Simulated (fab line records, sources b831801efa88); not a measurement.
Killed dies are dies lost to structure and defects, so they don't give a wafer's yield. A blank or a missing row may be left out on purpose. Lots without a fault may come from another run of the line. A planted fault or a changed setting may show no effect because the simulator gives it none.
fab line records | flow sky130
record lots=6 wafers=18 last_day=50
route steps=708 shown GATE_OXIDE@191 POLY_GATE@204 PAD_OPEN@708
lots that met no fault: from a run of the same line without faults
start_h: hours from the record's first day to the start of the lot's first wafer shown | wait_h: hours since the lot's step before | " the same as in the row above | L1.1+2: a row that stands for several wafers | - no value, or no start given | * or withheld: withheld | < > ~ a bound
route shown NAME@n: a module of which the file shows steps, and the number in the route of the first | usual: mean/standard deviation of fault-free wafers | same: alike in all rows | chamber/n: place in a boat | sites: the reading at each site | _std_site: their standard deviation | _edge_site: outer sites' mean less inner sites' | radius_mm: how far each site lies from the wafer's centre | mask NAME#n: copy n | behind: the tool/chamber that last shaped the wafer | hold: why the lot was held/for how many hours/how that ended | device: the transistor (n, p or np) that didn't switch | end of line: the same wafers' tests at the end of the route | a step without rows: its recipe alone | killed: dies lost to structure and defects at the first sort, not the wafer's yield | map: a wafer's dies, x killed, . not, _ none there
set.NAME: the setting as run; set.NAME@STEP: as run at that earlier step | model.NAME: the simulator's own value behind a step, which no gauge read
lots at some steps of the route; a table a step, a row a wafer
services: from which hour (start_h, from the record's first day; less than 0 if before it) a tool's chamber was out of use, for how many hours, and why
## steps
# step SKY_GATE_OXIDE_HMDS_04
# recipe prime_time_s=60 prime_temp_c=120
# step SKY_GATE_OXIDE_COAT_05
# recipe resist=NOVOLAK spin_rpm=3000 resist_thk_nm=1140
# step SKY_GATE_OXIDE_SOFTBAKE_06
# recipe temp_c=90 time_s=60 resist=NOVOLAK
# step SKY_GATE_OXIDE_EXPOSE_07
# recipe mask_id=LVOM na=0.6 source_shape=conventional sigma_outer=0.6 polarization=unpolarized target_cd_nm=600 dose_mj=170
# step SKY_GATE_OXIDE_PEB_08
# recipe temp_c=withheld time_s=* resist=NOVOLAK
# step SKY_GATE_OXIDE_DEVELOP_09
# recipe resist=NOVOLAK developer=TMAH develop_time_s=60 dev_temp_c=23
# step SKY_GATE_OXIDE_OVL_MEAS_10
# usual GATE_OXIDE_OVL=1.0/1.4
# columns lot.wafer tool chamber start_h wait_h GATE_OXIDE_OVL[nm]
L944.1 overlay-01 - 312.95 0.1 3.4
L944.4 " - " " 1.8
L944.6 " - " " 0.4
L945.1 overlay-02 - 324.79 0.1 1.4
L945.5 " - " " 0.8
L945.6 " - " " 2.0
L950.1 overlay-01 - 366.57 0.1 2.7
L950.3 " - " " 3.5
L950.6 " - " " 1.2
L949.3 overlay-01 - 367.46 0.1 -1.0
L949.5 " - " " 1.4
L949.6 " - " " -1.1
L951.1 overlay-01 - 379.32 0.1 0.1
L951.3 " - " " 0.6
L951.4 " - " " 1.8
L963.1 overlay-01 - 476.82 0.1 3.7
L963.5 " - " " 1.8
L963.6 " - " " 2.0
# step SKY_GATE_OXIDE_IMPLANT_11
# recipe species=B energy_kev=10 dose_cm2=2.6e+12 tilt_deg=withheld
# step SKY_GATE_OXIDE_WET_ETCH_12
# recipe chemistry=dHF target_depth_nm=16.8 dry=n2_spin target=SiO2 dilution=100:1 temp_c=25 time_s=336
# step SKY_GATE_OXIDE_STRIP_13
# recipe chemistry=O2/N2 power_w=1400 pressure_mtorr=1500 platen_temp_c=withheld o2_flow_sccm=3000 n2_flow_sccm=300 overash_fraction=0.5
# usual chamber_pressure_mTorr=1500.0/1.4 drypump_motor_current_A=5.5/0.38 oes_product_au=0.715/0.0049 strip_time_to_endpoint_s=14.16/0.039
# columns lot.wafer tool chamber start_h wait_h chamber_pressure_mTorr drypump_motor_current_A oes_product_au rf_hours_counter_h strip_time_to_endpoint_s
L944.1 plasma_asher-03 1 313.23 0.0 1502.9 5.6 0.718 63 14.20
L944.4 " 1 " " 1499.7 5.5 0.717 - 14.17
L944.6 " 0 " " 1502.8 6.0 0.710 - 14.22
L945.1 plasma_asher-01 1 325.08 0.0 1500.0 5.5 0.718 20 14.22
L945.5 " 0 " " 1497.7 5.5 0.706 - 14.20
L945.6 " 1 " " 1500.1 5.5 0.722 - 14.16
L950.1 plasma_asher-01 0 366.86 0.0 1500.2 5.5 0.722 24 14.16
L950.3 " 0 " " 1501.3 5.5 0.712 - 14.15
L950.6 " 0 " " 1499.4 5.5 0.716 - 14.17
L949.3 plasma_asher-01 0 367.77 0.0 1500.3 5.4 0.723 - 14.17
L949.5 " 0 " " 1502.0 5.4 0.720 - 14.18
L949.6 " 1 " " 1500.1 5.5 0.716 - 14.17
L951.1 plasma_asher-03 1 379.61 0.0 1500.7 5.6 0.716 69 14.12
L951.3 " 1 " " 1502.2 5.6 0.718 - 14.14
L951.4 " 0 " " 1500.5 6.0 0.717 - 14.16
L963.1 plasma_asher-02 1 477.10 0.0 1500.8 4.7 0.709 79 14.21
L963.5 " 0 " " 1498.9 5.8 0.716 - 14.22
L963.6 " 1 " " 1499.4 4.7 0.722 - 14.20
# step SKY_GATE_OXIDE_TW_MEAS_14
# usual GATE_OXIDE_TW=223.4/1.7
# columns lot.wafer tool chamber start_h wait_h GATE_OXIDE_TW
L944.1 film_metro-04 - 313.33 0.1 225.1
L944.4 " - " " 227.0
L944.6 " - " " 225.7
L945.1 film_metro-04 - 325.18 0.1 226.1
L945.5 " - " " 227.4
L945.6 " - " " 225.3
L950.1 film_metro-03 - 366.96 0.1 220.1
L950.3 " - " " 220.6
L950.6 " - " " 222.2
L949.3 film_metro-02 - 367.86 0.1 224.3
L949.5 " - " " 224.9
L949.6 " - " " 223.9
L951.1 film_metro-03 - 379.71 0.1 220.3
L951.3 " - " " 221.3
L951.4 " - " " 221.4
L963.1 film_metro-03 - 477.20 0.1 221.5
L963.5 " - " " 222.7
L963.6 " - " " 222.3
# step SKY_GATE_OXIDE_CLEAN_15
# recipe chemistry=SC1/SC2 mix=1:4:20 temp_c=70 time_s=150 dry=n2_spin
# step SKY_GATE_OXIDE_OXIDATION_16
# recipe temp_c=800 ambient=O2 idle_temp_c=700 ramp_up_c_per_min=10 ramp_down_c_per_min=3 stabilise_s=600 purge_s=300 target_thk_a=35.7 ox_time_s=1915
# usual spike_tc_upper_C=800.9/1.5 stabilise_s=600/0
# same ox_time_s=1915
# columns lot.wafer tool chamber start_h wait_h spike_tc_upper_C stabilise_s
L944.1 furnace-01 0 317.25 3.8 801.6 600
L944.4 " 0 " " 801.0 600
L944.6 " 0 " " 802.7 600
L945.1 furnace-01 0 327.41 2.1 800.0 600
L945.5 " 0 " " 800.8 600
L945.6 " 0 " " 801.7 600
L949.3 furnace-01 0 374.60 6.6 800.3 5400
L949.5 " 0 " " 804.4 5400
L949.6 " 0 " " 801.7 5400
L950.1 furnace-01 0 374.60 7.5 802.9 5400
L950.3 " 0 " " 803.3 5400
L950.6 " 0 " " 801.2 5400
L951.1 furnace-02 0 381.18 1.3 799.1 600
L951.3 " 0 " " 799.4 600
L951.4 " 0 " " 799.8 600
L963.1 furnace-01 0 477.85 0.5 799.2 600
L963.5 " 0 " " 800.6 600
L963.6 " 0 " " 800.6 600
# step SKY_POLY_GATE_CVD_00
# recipe material=poly-Si target_thk_nm=180 temp_c=620 time_s=720 pressure_mtorr=200
# step SKY_PAD_OPEN_PROBE_99
# usual killed_at_M0_to_M3=44/7.1 killed_at_M4_up=3.1/1.9 killed_at_contacts=25/5.8 killed_at_front_end=16/4.5 killed_at_other=0.3/0.52 killed_dies=88/9.1 killed_open=48/6.8 killed_short=39/5.8
# same gross_dies=492 killed_at_back_side=0
# columns lot.wafer tool chamber start_h wait_h killed_at_M0_to_M3 killed_at_M4_up killed_at_contacts killed_at_front_end killed_at_other killed_dies killed_open killed_short model.etest.pfet_01v8_mvt.off_log10_a_um model.etest.pfet_01v8_lvt.off_log10_a_um model.etest.pfet_01v8_mvt.vt_sat_v model.etest.pfet_01v8_mvt.vt_v model.etest.pfet_01v8_mvt.vt_long_v model.etest.pfet_01v8_lvt.vt_v model.etest.pfet_01v8_lvt.vt_sat_v model.etest.pfet_01v8_lvt.vt_long_v
L944.1 prober-02 - 1080.06 0.1 49 5 28 19 0 101 55 46 -10.62 -8.663 -0.5671 -0.6523 -0.8607 -0.5183 -0.4229 -0.637
L944.4 prober-02 - 1080.21 0.2 47 2 32 17 1 99 56 43 -10.6 -8.546 -0.5627 -0.6547 -0.8665 -0.5163 -0.4199 -0.6408
L944.6 prober-02 - 1080.31 0.2 43 5 22 22 1 93 51 42 -10.83 -8.828 -0.5763 -0.6629 -0.8705 -0.5302 -0.4354 -0.6499
L945.1 prober-01 - 1089.91 0.1 35 5 21 18 0 79 47 32 -10.73 -8.667 -0.5719 -0.661 -0.8659 -0.5218 -0.4303 -0.641
L945.5 prober-01 - 1090.11 0.2 49 2 22 19 0 92 53 36 -10.85 -8.753 -0.568 -0.658 -0.869 -0.5213 -0.4253 -0.6414
L945.6 prober-01 - 1090.16 0.2 41 4 19 18 0 82 42 39 -10.82 -8.748 -0.5748 -0.6593 -0.869 -0.5232 -0.4337 -0.6439
L949.3 prober-01 - 1132.25 0.2 34 3 16 16 0 69 35 34 -11.03 -8.883 -0.5934 -0.6781 -0.8829 -0.5522 -0.4592 -0.6723
L949.5 prober-01 - 1132.35 0.2 49 1 19 12 1 82 43 38 -11.08 -8.918 -0.5984 -0.6814 -0.8857 -0.5582 -0.4616 -0.6731
L949.6 prober-01 - 1132.40 0.2 51 6 17 12 0 86 47 39 -11.12 -8.818 -0.5976 -0.6845 -0.8885 -0.5552 -0.4604 -0.6738
L950.1 prober-02 - 1135.52 0.1 39 4 29 9 1 82 48 34 -10.13 -9.051 -0.5215 -0.6162 -0.8335 -0.5531 -0.4559 -0.6714
L950.3 prober-02 - 1135.62 0.2 37 1 30 9 0 77 34 43 -10.06 -9.021 -0.5244 -0.6201 -0.8386 -0.559 -0.4633 -0.6777
L950.6 prober-02 - 1135.77 0.2 43 3 22 14 0 82 48 34 -10.03 -9.046 -0.5215 -0.6168 -0.8384 -0.5532 -0.4538 -0.6744
L951.1 prober-02 - 1138.00 0.1 60 1 18 12 0 91 58 33 -10.84 -8.97 -0.5842 -0.669 -0.8703 -0.5356 -0.4442 -0.651
L951.3 prober-02 - 1138.10 0.2 42 8 23 19 0 92 47 45 -10.94 -8.84 -0.5753 -0.6604 -0.8671 -0.5312 -0.4393 -0.6482
L951.4 prober-02 - 1138.15 0.2 55 2 23 19 0 99 55 43 -10.87 -9.083 -0.5895 -0.6709 -0.8752 -0.5362 -0.447 -0.653
L963.1 prober-01 - 1187.96 0.1 41 4 22 11 0 78 44 34 -11.02 -9.067 -0.588 -0.6704 -0.8786 -0.5552 -0.4662 -0.6694
L963.5 prober-01 - 1188.16 0.2 61 1 19 12 0 93 59 34 -11.06 -9.266 -0.5939 -0.6745 -0.8808 -0.5577 -0.4708 -0.6722
L963.6 prober-01 - 1188.21 0.2 37 3 21 14 1 76 41 35 -10.93 -9.203 -0.5935 -0.6736 -0.8769 -0.55 -0.465 -0.6653
# killed by level:class
L944.1 VIA1:geometric_particle:open=14 METAL2:geometric_particle:short=11 VIA2:geometric_particle:open=10 LOCAL_INTERCONNECT:geometric_particle:short=7 CONTACT:geometric_particle:short=7 POLY_GATE:geometric_particle:short=6 LI_CONTACT:geometric_particle:open=6 FIELD_ISO:geometric_particle:open=5
L944.4 CONTACT:geometric_particle:open=12 VIA1:geometric_particle:open=11 METAL2:geometric_particle:short=7 LI_CONTACT:geometric_particle:open=7 METAL1:geometric_particle:short=7 VIA3:geometric_particle:open=7 POLY_GATE:geometric_particle:open=6 POLY_GATE:geometric_particle:short=5
L944.6 VIA1:geometric_particle:open=11 CONTACT:geometric_particle:open=9 POLY_GATE:geometric_particle:open=7 LI_CONTACT:geometric_particle:open=7 FIELD_ISO:geometric_particle:short=6 METAL2:geometric_particle:short=6 VIA3:geometric_particle:open=6 METAL1:geometric_particle:short=5
L945.1 VIA1:geometric_particle:open=10 CONTACT:geometric_particle:open=10 CONTACT:geometric_particle:short=5 VIA2:geometric_particle:open=5 FIELD_ISO:geometric_particle:short=4 POLY_GATE:geometric_particle:open=4 POLY_GATE:geometric_particle:short=4 LI_CONTACT:geometric_particle:open=4
L945.5 CONTACT:geometric_particle:open=11 METAL2:geometric_particle:short=11 VIA2:geometric_particle:open=9 VIA1:geometric_particle:open=8 VIA3:geometric_particle:open=7 FIELD_ISO:geometric_particle:open=5 VIA3:geometric_particle:short=5 LI_CONTACT:geometric_particle:open=4
L945.6 VIA1:geometric_particle:open=7 METAL1:geometric_particle:short=7 VIA3:geometric_particle:open=6 LI_CONTACT:geometric_particle:open=5 CONTACT:geometric_particle:open=5 POLY_GATE:geometric_particle:open=4 VIA1:geometric_particle:short=4 CONTACT:geometric_particle:short=4
L949.3 VIA1:geometric_particle:open=8 CONTACT:geometric_particle:open=6 VIA3:geometric_particle:open=6 VIA1:geometric_particle:short=5 FIELD_ISO:geometric_particle:open=4 METAL1:geometric_particle:short=4 METAL3:geometric_particle:short=4 FIELD_ISO:geometric_particle:short=3
L949.5 VIA1:geometric_particle:open=13 VIA1:geometric_particle:short=8 CONTACT:geometric_particle:open=7 METAL1:geometric_particle:short=7 LI_CONTACT:geometric_particle:open=6 METAL2:geometric_particle:short=5 VIA2:geometric_particle:short=5 FIELD_ISO:geometric_particle:open=4
L949.6 VIA1:geometric_particle:open=10 VIA3:geometric_particle:open=8 CONTACT:geometric_particle:open=7 METAL1:geometric_particle:short=7 VIA2:geometric_particle:open=7 METAL2:geometric_particle:short=6 LOCAL_INTERCONNECT:geometric_particle:short=5 POLY_GATE:geometric_particle:open=3
L950.1 CONTACT:geometric_particle:open=15 VIA1:geometric_particle:open=10 VIA3:geometric_particle:open=9 CONTACT:geometric_particle:short=7 VIA1:geometric_particle:short=5 FIELD_ISO:geometric_particle:short=4 VIA2:geometric_particle:open=4 METAL1:geometric_particle:short=3
L950.3 LOCAL_INTERCONNECT:geometric_particle:short=9 VIA1:geometric_particle:open=8 VIA3:geometric_particle:open=7 CONTACT:geometric_particle:open=7 METAL1:geometric_particle:short=6 LI_CONTACT:geometric_particle:short=5 CONTACT:geometric_particle:short=5 POLY_GATE:geometric_particle:short=3
L950.6 VIA3:geometric_particle:open=9 VIA1:geometric_particle:open=8 CONTACT:geometric_particle:open=7 METAL1:geometric_particle:short=6 CONTACT:geometric_particle:short=6 FIELD_ISO:geometric_particle:open=5 VIA1:geometric_particle:short=5 LOCAL_INTERCONNECT:geometric_particle:short=4
L951.1 VIA1:geometric_particle:open=23 CONTACT:geometric_particle:open=11 VIA2:geometric_particle:open=7 METAL2:geometric_particle:short=7 FIELD_ISO:geometric_particle:open=4 POLY_GATE:geometric_particle:short=4 METAL1:geometric_particle:short=4 VIA3:geometric_particle:open=4
L951.3 VIA1:geometric_particle:open=8 CONTACT:geometric_particle:open=7 METAL4:geometric_particle:short=7 VIA2:geometric_particle:open=6 LI_CONTACT:geometric_particle:open=6 FIELD_ISO:geometric_particle:open=5 FIELD_ISO:geometric_particle:short=5 CONTACT:geometric_particle:short=5
L951.4 VIA1:geometric_particle:open=15 VIA3:geometric_particle:open=11 VIA1:geometric_particle:short=9 LI_CONTACT:geometric_particle:open=7 METAL2:geometric_particle:short=6 FIELD_ISO:geometric_particle:short=5 FIELD_ISO:geometric_particle:open=5 LOCAL_INTERCONNECT:geometric_particle:short=5
L963.1 CONTACT:geometric_particle:open=12 VIA1:geometric_particle:open=11 METAL2:geometric_particle:short=7 VIA3:geometric_particle:open=6 VIA2:geometric_particle:short=5 FIELD_ISO:geometric_particle:short=4 POLY_GATE:geometric_particle:open=4 CONTACT:geometric_particle:short=4
L963.5 VIA1:geometric_particle:open=18 LI_CONTACT:geometric_particle:open=8 METAL1:geometric_particle:short=8 METAL2:geometric_particle:short=8 CONTACT:geometric_particle:open=7 VIA3:geometric_particle:open=6 VIA1:geometric_particle:short=5 VIA2:geometric_particle:open=5
L963.6 METAL2:geometric_particle:short=9 CONTACT:geometric_particle:open=9 VIA1:geometric_particle:open=9 LI_CONTACT:geometric_particle:open=6 LOCAL_INTERCONNECT:geometric_particle:short=6 VIA2:geometric_particle:open=5 POLY_GATE:geometric_particle:short=4 POLY_GATE:geometric_particle:open=3
## services
# columns tool chamber start_h hours kind
plasma_asher-02 - 303.53 2.1 repair
plasma_asher-03 - 304.21 1.6 repair
furnace-02 - 359.00 14.8 repair
furnace-02 - 373.80 3.1 pm
furnace-01 - 418.78 3.0 pm
plasma_asher-03 - 421.28 9.0 pm
plasma_asher-03 0 421.28 9.0 vent_cycle
plasma_asher-03 1 421.28 9.0 vent_cycle
plasma_asher-03 0 430.28 - clean
plasma_asher-03 1 430.28 - clean
plasma_asher-02 - 442.47 2.1 repair
plasma_asher-02 - 452.42 1.6 repair
furnace-02 - 469.98 3.8 pm
plasma_asher-03 - 473.48 14.6 pm
## key
first_sign step=SKY_GATE_OXIDE_OXIDATION_16 reading=stabilise_s direction=up sigmas=99+ usual=600 struck=5400
effect none on later readings
model_effect step=SKY_PAD_OPEN_PROBE_99 value=etest.pfet_01v8_mvt.off_log10_a_um without=-9.92 struck=-10.57
met_at SKY_GATE_OXIDE_OXIDATION_16
struck_wafers L949.3,L949.5,L949.6,L950.1,L950.3,L950.6
tester_left_out L949,L950
onset_between 327.41 374.60
fault kind=process_parameter_drift tool=furnace-01 chamber=- onset_h=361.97 steps=SKY_GATE_OXIDE_OXIDATION_16 channel=stabilise_s offset=4800 shape=step end_h=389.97 acts_in=these_recipes_only stated=600
# tester_left_out: of these lots the tester's yield and bins aren't shown, on N5 and GAA mostly nor the transistor test; their killed dies are dies lost to structure and defects alone, not to doping, threshold or leakage, so they don't give the yield
